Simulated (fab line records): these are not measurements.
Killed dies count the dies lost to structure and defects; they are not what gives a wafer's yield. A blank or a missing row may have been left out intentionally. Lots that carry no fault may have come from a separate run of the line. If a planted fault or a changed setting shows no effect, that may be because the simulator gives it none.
fab line records	flow sky130
record lots=6	wafers=18	lastDay=51
route steps=708 shown SONOS_TUNNEL@156 SONOS_ONO@168
lots that met no fault: from a run of the same line without faults
startH: hours from the record's opening day to when the first of the lot's shown wafers began	waitH: time in hours since the lot's previous step	" as in the row above	L1.1+2: a single row standing in for several wafers	- no value, or no start given	* or withheld: withheld	< > ~ a bound
route shown NAME@n: a module of which the file shows steps, and the number in the route of the first	usual: the fault-free wafers' mean and standard deviation	same: alike in all rows	chamber/n: place in a boat	sites: per-site readings	_std_site: their standard deviation	_edge_site: outer sites' mean less inner sites'	radiusMm: how far each site lies from the wafer's centre	mask NAME#n: copy n	behind: the last tool/chamber to shape the wafer	hold: why the lot was held/for how many hours/how that ended	device: which transistor (n, p or np) failed to switch	end of line: the same wafers' tests at the end of the route	step lacking rows: just its recipe	killed: dies that structure and defects cost at the first sort, which is not the same as the wafer's yield	map: shows each die of a wafer: x if killed, . if not, _ if none is there
set.NAME: the setting that was run; set.NAME@STEP: the one run at that earlier step	model.NAME: the simulator's own value behind a step, which no gauge read
certain route steps with their lots: each step a table, each wafer a row
services: from which hour (startH, from the record's first day; less than 0 if before it) a tool's chamber was out of use, for how many hours, and why
## steps
# step SKY_SONOS_TUNNEL_COAT_02
# recipe resist=NOVOLAK	spinRpm=3000	resistThkNm=1140
# step SKY_SONOS_TUNNEL_SOFTBAKE_03
# recipe tempC=90	timeS=60	resist=NOVOLAK
# step SKY_SONOS_TUNNEL_EXPOSE_04
# recipe maskId=TUNM	na=0.6	sourceShape=conventional	sigmaOuter=0.6	polarization=unpolarized	targetCdNm=410	doseMj=136
# step SKY_SONOS_TUNNEL_PEB_05
# recipe tempC=withheld	timeS=*	resist=NOVOLAK
# step SKY_SONOS_TUNNEL_DEVELOP_06
# recipe resist=NOVOLAK	developer=TMAH	developTimeS=60	devTempC=23
# step SKY_SONOS_TUNNEL_CD_MEAS_07
# recipe targetCdNm=410
# usual cdNm=409.8/2.5
lot.wafer	tool	chamber	startH	waitH	cdNm
L801.1	cdSem-01	-	337.20	0.1	409.6
L801.2	"	-	"	"	410.5
L801.3	"	-	"	"	412.2
L804.3	cdSem-01	-	365.73	0.1	407.0
L804.4	"	-	"	"	407.0
L804.6	"	-	"	"	406.4
L809.1	cdSem-01	-	405.61	0.1	411.7
L809.5	"	-	"	"	412.6
L809.6	"	-	"	"	410.5
L810.2	cdSem-01	-	408.28	0.1	411.7
L810.4	"	-	"	"	413.0
L810.5	"	-	"	"	412.7
L811.3	cdSem-02	-	416.88	0.1	408.2
L811.4	"	-	"	"	410.0
L811.5	"	-	"	"	408.6
L815.1	cdSem-01	-	442.64	0.1	414.2
L815.4	"	-	"	"	412.9
L815.6	"	-	"	"	414.8
# step SKY_SONOS_TUNNEL_OVL_MEAS_08
# usual SONOS_TUNNEL_OVL=1.1/1.5
lot.wafer	tool	chamber	startH	waitH	SONOS_TUNNEL_OVL[nm]
L801.1	overlay-02	-	337.32	0.1	3.5
L801.2	"	-	"	"	1.9
L801.3	"	-	"	"	1.9
L804.3	overlay-01	-	365.83	0.1	2.1
L804.4	"	-	"	"	-0.9
L804.6	"	-	"	"	-2.0
L809.1	overlay-02	-	405.73	0.1	1.0
L809.5	"	-	"	"	3.3
L809.6	"	-	"	"	1.0
L810.2	overlay-01	-	408.39	0.1	-0.4
L810.4	"	-	"	"	0.5
L810.5	"	-	"	"	0.1
L811.3	overlay-01	-	416.98	0.1	1.0
L811.4	"	-	"	"	0.1
L811.5	"	-	"	"	1.3
L815.1	overlay-02	-	442.76	0.1	0.8
L815.4	"	-	"	"	-0.4
L815.6	"	-	"	"	-0.5
# step SKY_SONOS_TUNNEL_IMPLANT_09
# recipe species=B	energyKev=20	doseCm2=1e+12	tiltDeg=withheld
# step SKY_SONOS_TUNNEL_WET_ETCH_10
# recipe chemistry=dHF	targetDepthNm=14	target=SiO2	dilution=100:1	tempC=25	timeS=280
# step SKY_SONOS_TUNNEL_STRIP_11
# recipe chemistry=SPM	timeS=600	tempC=130
# step SKY_SONOS_TUNNEL_TW_MEAS_12
# usual SONOS_TUNNEL_TW=198.5/2.6
lot.wafer	tool	chamber	startH	waitH	SONOS_TUNNEL_TW
L801.1	filmMetro-04	-	337.78	0.0	201.4
L801.2	"	-	"	"	201.2
L801.3	"	-	"	"	201.8
L804.3	filmMetro-02	-	366.28	0.0	199.8
L804.4	"	-	"	"	199.0
L804.6	"	-	"	"	197.9
L809.1	filmMetro-04	-	406.18	0.0	201.3
L809.5	"	-	"	"	201.1
L809.6	"	-	"	"	201.3
L810.2	filmMetro-02	-	408.84	0.0	198.5
L810.4	"	-	"	"	197.8
L810.5	"	-	"	"	198.5
L811.3	filmMetro-03	-	417.44	0.0	195.1
L811.4	"	-	"	"	195.4
L811.5	"	-	"	"	195.2
L815.1	filmMetro-03	-	443.21	0.0	194.9
L815.4	"	-	"	"	194.2
L815.6	"	-	"	"	194.5
# step SKY_SONOS_TUNNEL_CLEAN_13
# recipe chemistry=dHF	timeS=20	dilution=100:1	dry=ipaMarangoni
# step SKY_SONOS_ONO_OXIDATION_00
# recipe tempC=800	ambient=O2	idleTempC=700	rampUpCPerMin=10	rampDownCPerMin=3	stabiliseS=600	purgeS=300	targetThkA=26	oxTimeS=1249
# usual oxTempC=800.0/0.36	oxTempCMax=804.0/1.1	spikeTcLowerC=800.4/1.4	zonePowerUpperPct=14.5/0.6
lot.wafer	tool	chamber	startH	waitH	oxTempC	oxTempCMax	spikeTcLowerC	zonePowerUpperPct
L801.1	furnace-02	0	337.86	0.0	799.7	802.6	801.4	13.9
L801.2	"	0	"	"	799.4	803.0	800.8	14.2
L801.3	"	0	"	"	800.1	803.0	801.2	14.3
L804.3	furnace-01	0	366.64	0.3	799.8	804.1	799.0	15.3
L804.4	"	0	"	"	800.0	804.2	799.8	15.4
L804.6	"	0	"	"	800.3	807.1	800.3	15.3
L809.1	furnace-02	-	409.76	3.5	-	-	-	-
L809.5	"	-	"	"	-	-	-	-
L809.6	"	-	"	"	-	-	-	-
L810.2	furnace-02	-	409.76	0.9	-	-	-	-
L810.4	"	-	"	"	-	-	-	-
L810.5	"	-	"	"	-	-	-	-
L811.3	furnace-02	0	422.27	4.8	799.7	802.4	801.2	14.2
L811.4	"	0	"	"	800.2	803.8	801.5	13.9
L811.5	"	0	"	"	800.2	803.0	801.8	14.0
L815.1	furnace-01	0	444.03	0.7	799.6	804.9	798.1	15.1
L815.4	"	0	"	"	800.2	805.6	798.9	15.4
L815.6	"	0	"	"	799.8	805.0	800.8	15.1
# step SKY_SONOS_ONO_CVD_02
# recipe material=Si3N4	precursor=DCS/NH3	targetThkNm=10.5	tempC=770	timeS=180	pressureMtorr=250
## services
tool	chamber	startH	hours	kind
furnace-02	-	343.51	2.6	pm
furnace-02	-	394.54	3.6	pm
furnace-01	-	416.03	7.5	pm
furnace-01	-	423.53	3.8	pm
## key
firstSign step=SKY_SONOS_ONO_OXIDATION_00	reading=toolRecord	direction=missing
effect none on later readings
metAt SKY_SONOS_ONO_OXIDATION_00
struckWafers L809.1,L809.5,L809.6,L810.2,L810.4,L810.5
laterRowsLeftOut L809.1,L809.5,L809.6,L810.2,L810.4,L810.5
sortLeftOut L809.1,L809.5,L809.6,L810.2,L810.4,L810.5
testerLeftOut L809,L810
onsetBetween 337.86 409.76
fault kind=skippedStepWhole	tool=furnace-02	chamber=-	onsetH=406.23	steps=SKY_SONOS_ONO_OXIDATION_00	scope=struckLotsOnly
# testerLeftOut: of these lots the tester's yield and bins aren't shown, on N5 and GAA mostly nor the transistor test; their killed dies are dies lost to structure and defects alone, not to doping, threshold or leakage, so they don't give the yield
# sortLeftOut: the simulated sort isn't trusted on such a fault, so these wafers' sort isn't shown, and their yield isn't known
# laterRowsLeftOut: the simulator's readings of these wafers behind a module that went badly wrong aren't trusted and aren't shown, but for the sort
